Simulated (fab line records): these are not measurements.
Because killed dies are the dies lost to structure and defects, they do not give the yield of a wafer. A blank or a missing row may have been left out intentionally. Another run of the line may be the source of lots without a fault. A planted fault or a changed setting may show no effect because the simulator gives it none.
Which tool is to blame?    flow sky130    Sampling: 14 lots, 42 wafers, 3 of 708 route steps

## WHAT THE GAUGES SHOWED, per wafer
SKY_CAP2M_OVL_MEAS_12. Usual: CAP2M_OVL typically reads -1.1 nm, with standard deviation 1.3.
lot   measured      on          CAP2M_OVL (nm)  flag
L767  day 40 14:25  overlay-01  -0.3 -1.4 -0.7  
L768  day 41 07:31  overlay-02  -0.9 -1.2 -0.7  
L769  day 41 17:14  overlay-01  -1.5 -0.6 -0.9  
L770  day 41 21:31  overlay-02  -0.6 -2.4 -1.7  
L771  day 42 01:35  overlay-02  -2.9 -2.7 -1.4  
L772  day 42 09:16  overlay-01  -2.8 -2.9 -2.0  
L773  day 42 13:17  overlay-01  0.7 -0.4 1.1    
L774  day 43 00:31  overlay-01  1.1 1.5 -0.1    
L775  day 43 11:04  overlay-02  -2.8 -2.6 -3.4  
L776  day 43 16:37  overlay-01  -2.9 -1.0 -0.6  
L781  day 44 23:23  overlay-02  0.7 -1.2 0.8    
L784  day 45 13:38  overlay-01  0.5 -1.3 -1.2   
L787  day 46 07:16  overlay-01  -2.1 -2.1 -0.3  
L790  day 47 00:53  overlay-01  0.3 0.1 -0.1    

SKY_METAL4_OVL_MEAS_14. Usual: METAL4_OVL typically reads 2 nm, with standard deviation 5.5.
lot   measured      on          METAL4_OVL (nm)  flag
L767  day 41 14:17  overlay-01  4 -1 3           
L768  day 42 07:45  overlay-02  -4 6 -2          
L769  day 42 17:22  overlay-02  4 -5 -4          
L770  day 42 21:45  overlay-02  8 -4 11          
L771  day 43 02:06  overlay-02  12 8 7           
L772  day 43 09:33  overlay-02  8 11 9           
L773  day 43 13:15  overlay-02  6 4 8            
L774  day 44 00:36  overlay-01  3 8 -1           
L775  day 44 10:31  overlay-01  8 4 10           
L776  day 44 15:39  overlay-01  4 2 -4           
L781  day 45 21:23  overlay-01  10 -1 12         
L784  day 46 11:10  overlay-02  -7 1 4           
L787  day 47 04:30  overlay-01  8 5 -9           
L790  day 47 21:15  overlay-01  6 4 4            

## WHICH TOOL RAN EACH LOT (tool, then ch and the chambers of the sampled wafers, then the start)
lot   SKY_LOCAL_INTERCONNECT_CLEAN_18
L767  wetBench-02 ch 3, day 30 05:47
L768  wetBench-01 ch 3, day 31 02:46
L769  wetBench-04 ch 3, day 31 14:17
L770  wetBench-04 ch 0, day 31 19:44
L771  wetBench-04 ch 3, day 32 00:03
L772  wetBench-01 ch 3, day 32 09:00
L773  wetBench-04 ch 2, day 32 14:33
L774  wetBench-04 ch 1, day 33 01:58
L775  wetBench-02 ch 1, day 33 14:21
L776  wetBench-04 ch 1, day 33 20:04
L781  wetBench-04 ch 3, day 35 08:34
L784  wetBench-04 ch 2, day 36 01:57
L787  wetBench-01 ch 2, day 36 22:47
L790  wetBench-02 ch 0, day 37 19:59
- SKY_LOCAL_INTERCONNECT_CLEAN_18: cleans in O3/DIW.

## WHAT THE TOOLS THEMSELVES READ (means of the sampled wafers that have a number; where no wafer has one, the mark that the record gives instead)
The record holds no such reading with a usual standard deviation.

## THE ANSWER, worked out from the rows above alone
Rule: a lot is off if the mean of its wafers that have a number lies more than 3 standard deviations from the usual mean. Also off: a lot with no number at a reading for which 4 or more lots have one. The other lots that the step has rows for count as sound. First the gauges in route order, then the tools' own readings, where a lot's mean is used as printed above. At the first step where some lot is off, the reading lying furthest off is the one used; lots without a number count as furthest.
No lot is off on any of the readings shown, so nothing can be concluded from this.

## WHAT HAD BEEN PUT IN BY THE SIMULATOR
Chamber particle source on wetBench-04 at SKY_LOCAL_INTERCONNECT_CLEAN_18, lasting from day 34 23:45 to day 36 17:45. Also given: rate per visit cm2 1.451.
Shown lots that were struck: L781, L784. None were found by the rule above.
